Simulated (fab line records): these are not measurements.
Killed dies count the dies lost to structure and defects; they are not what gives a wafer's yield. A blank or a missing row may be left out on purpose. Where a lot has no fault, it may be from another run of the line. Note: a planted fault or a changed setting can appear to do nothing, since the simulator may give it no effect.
Which tool is to blame? -- flow sky130 -- Sampling: 10 lots, 30 wafers, 3 of 708 route steps

== WHAT THE GAUGES READ, wafer by wafer ==
SKY_VIA1_THK_MEAS_23: measures by xrf. Usual: VIA1_W_THK typically reads 281 nm, with standard deviation 3.6.
lot,measured,on,VIA1_W_THK (nm),flag
L527,day 35 13:52,film-metro-03,277 279 278,
L530,day 36 07:13,film-metro-01,281 287 281,
L533,day 37 05:20,film-metro-02,282 280 279,
L539,day 39 03:53,film-metro-01,279 283 278,
L541,day 39 15:02,film-metro-03,282 286 284,
L542,day 39 22:12,film-metro-03,287 283 283,
L543,day 40 00:59,film-metro-01,278 276 280,
L544,day 40 06:58,film-metro-03,282 285 282,
L545,day 40 20:11,film-metro-01,277 279 278,
L548,day 41 10:01,film-metro-02,281 284 284,

== WHICH TOOL RAN EACH LOT (tool, then ch and the chambers of the sampled wafers, then the start) ==
lot,SKY_METAL1_METAL_ETCH_19,SKY_METAL1_STRIP_20
L527,"rie-metal-02 ch 0, day 34 10:01","plasma-asher-01 ch 0,1, day 34 10:06"
L530,"rie-metal-01 ch 0,1, day 35 01:51","plasma-asher-01 ch 1, day 35 01:58"
L533,"rie-metal-01 ch 0,1, day 35 23:52","plasma-asher-02 ch 0,1, day 35 23:57"
L539,"rie-metal-01 ch 1, day 37 23:44","plasma-asher-02 ch 0,1, day 37 23:53"
L541,"rie-metal-01 ch 1, day 38 11:01","plasma-asher-01 ch 0,1, day 38 11:11"
L542,"rie-metal-03 ch 0,1, day 38 17:52","plasma-asher-01 ch 0,1, day 38 17:57"
L543,"rie-metal-01 ch 0,1, day 38 21:19","plasma-asher-01 ch 0,1, day 38 21:24"
L544,"rie-metal-02 ch 0,1, day 39 03:28","plasma-asher-03 ch 0,1, day 39 03:34"
L545,"rie-metal-02 ch 0,1, day 39 17:04","plasma-asher-02 ch 0,1, day 39 17:09"
L548,"rie-metal-03 ch 0,1, day 40 07:30","plasma-asher-02 ch 0,1, day 40 07:35"
- SKY_METAL1_METAL_ETCH_19: etches the open film in Cl2/BCl3, stops on SiO2, target depth 360 nm, time 78 s.
- SKY_METAL1_STRIP_20: strips in O2/N2.

== WHAT THE TOOLS THEMSELVES READ (means of the sampled wafers that have a number; where no wafer has one, the mark that the record gives instead) ==
SKY_METAL1_METAL_ETCH_19. Usual: bcl3-flow-sccm 30.00 sccm, standard deviation 0.091; drypump-motor-current-A 5.94 A, standard deviation 0.16; oes-product-au 0.857 a.u., standard deviation 0.0053; throttle-valve-pct 22.263 %, standard deviation 0.0089.
lot,tool,bcl3-flow-sccm (sccm),drypump-motor-current-A (A),oes-product-au (a.u.),throttle-valve-pct (%),flag
L527,rie-metal-02,30.05,5.88,0.859,22.269,
L530,rie-metal-01,30.06,5.86,0.851,22.261,
L533,rie-metal-01,30.06,5.96,0.863,22.258,
L539,rie-metal-01,30.04,6.05,0.857,22.264,
L541,rie-metal-01,30.00,6.05,0.854,22.259,
L542,rie-metal-03,30.00,6.05,0.856,22.262,
L543,rie-metal-01,30.00,5.95,0.856,22.268,
L544,rie-metal-02,30.06,5.98,0.860,22.269,
L545,rie-metal-02,29.90,5.94,0.855,22.252,
L548,rie-metal-03,29.92,6.02,0.858,22.266,

SKY_METAL1_STRIP_20. Usual: drypump-motor-current-A 5.6 A, standard deviation 0.4; oes-product-au 0.343 a.u., standard deviation 0.0046; strip-time-to-endpoint-s 2.693 s, standard deviation 0.028.
lot,tool,drypump-motor-current-A (A),oes-product-au (a.u.),strip-time-to-endpoint-s (s),flag
L527,plasma-asher-01,5.4,0.345,2.731,
L530,plasma-asher-01,5.1,0.347,2.704,
L533,plasma-asher-02,6.1,0.345,2.695,
L539,plasma-asher-02,6.1,0.340,2.691,
L541,plasma-asher-01,5.7,0.349,2.705,
L542,plasma-asher-01,5.4,0.340,2.671,
L543,plasma-asher-01,5.4,0.345,2.713,
L544,plasma-asher-03,5.3,0.346,2.697,
L545,plasma-asher-02,6.0,0.343,2.687,
L548,plasma-asher-02,6.0,0.344,2.694,

== THE ANSWER, worked out from the rows above alone ==
Rule: take the mean of a lot's wafers that have a number; if it is more than 3 standard deviations from the usual mean, the lot is off. Also off: a lot with no number at a reading for which 4 or more lots have one. Where the step has rows for the other lots, those lots are counted as sound. The gauges are gone through in route order, then the tools' own readings, and for those a lot's mean is taken as printed above. The first step at which some lot is off is used, and at that step the reading that is off furthest; a lot without a number counts as furthest.
None of the lots is off at any reading shown; this tells nothing.

== WHAT HAD BEEN PUT IN BY THE SIMULATOR ==
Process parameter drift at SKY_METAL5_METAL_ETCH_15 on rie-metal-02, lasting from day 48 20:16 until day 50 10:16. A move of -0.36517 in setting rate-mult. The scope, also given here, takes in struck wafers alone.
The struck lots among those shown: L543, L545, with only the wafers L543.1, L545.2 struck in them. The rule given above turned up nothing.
